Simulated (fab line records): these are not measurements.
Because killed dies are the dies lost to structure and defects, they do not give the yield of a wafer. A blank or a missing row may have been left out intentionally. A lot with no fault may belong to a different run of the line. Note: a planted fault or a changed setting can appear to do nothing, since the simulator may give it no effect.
Which tool was responsible? | flow sky130 | 21 wafers from 7 lots sampled at 2 of the route's 708 steps

== WHAT THE GAUGES READ, wafer by wafer ==
SKY_VIA3_THK_MEAS_23: measures by xrf.
lot  | measured     | on            | VIA3_W_THK (nm)
L868 | day 40 23:30 | film_metro-02 | 388 387 375
L870 | day 41 22:08 | film_metro-03 | 387 385 389
L873 | day 42 08:08 | film_metro-02 | 383 390 380
L879 | day 44 00:57 | film_metro-01 | 373 366 378
L883 | day 45 04:49 | film_metro-03 | 400 387 394
L885 | day 45 13:26 | film_metro-02 | 384 383 400
L887 | day 46 00:41 | film_metro-03 | 394 393 393

== WHAT TOOL EACH LOT RAN ON (gives the tool, then ch and the chambers of the sampled wafers, and finally the start) ==
lot  | SKY_VIA3_ETCH_15
L868 | rie_diel-01 ch 0,1,2, day 40 22:26
L870 | rie_diel-03 ch 0,3, day 41 21:07
L873 | rie_diel-01 ch 0,1,3, day 42 06:49
L879 | rie_diel-04 ch 0,2,3, day 43 23:38
L883 | rie_diel-04 ch 1,2,3, day 45 03:52
L885 | rie_diel-01 ch 0,1, day 45 12:29
L887 | rie_diel-03 ch 2,3, day 45 23:07
- SKY_VIA3_ETCH_15: etches SiO2 in C4F8/O2/Ar, stops on TiN, target depth 507 nm, time 78 s.

== THE ANSWER, worked out from the rows above alone ==
Rule: usual is defined by the lots themselves. The widest of any qualifying gaps counts: lots, ordered by their means at a reading, are off when they make up no more than a third of the lots, leave a main group of 4 or more, and stand apart from it by 3 or more times the standard deviation of that group's means. If all means in a main group match to the digits the tables above print for the reading, that group is not used. A lot without any number at a reading at which 4 lots or more have one is off too. All remaining lots with rows at the step are treated as sound.
Across all readings shown, no lot is off: no conclusion can be drawn from this.

== WHAT THE SIMULATOR PUT IN ==
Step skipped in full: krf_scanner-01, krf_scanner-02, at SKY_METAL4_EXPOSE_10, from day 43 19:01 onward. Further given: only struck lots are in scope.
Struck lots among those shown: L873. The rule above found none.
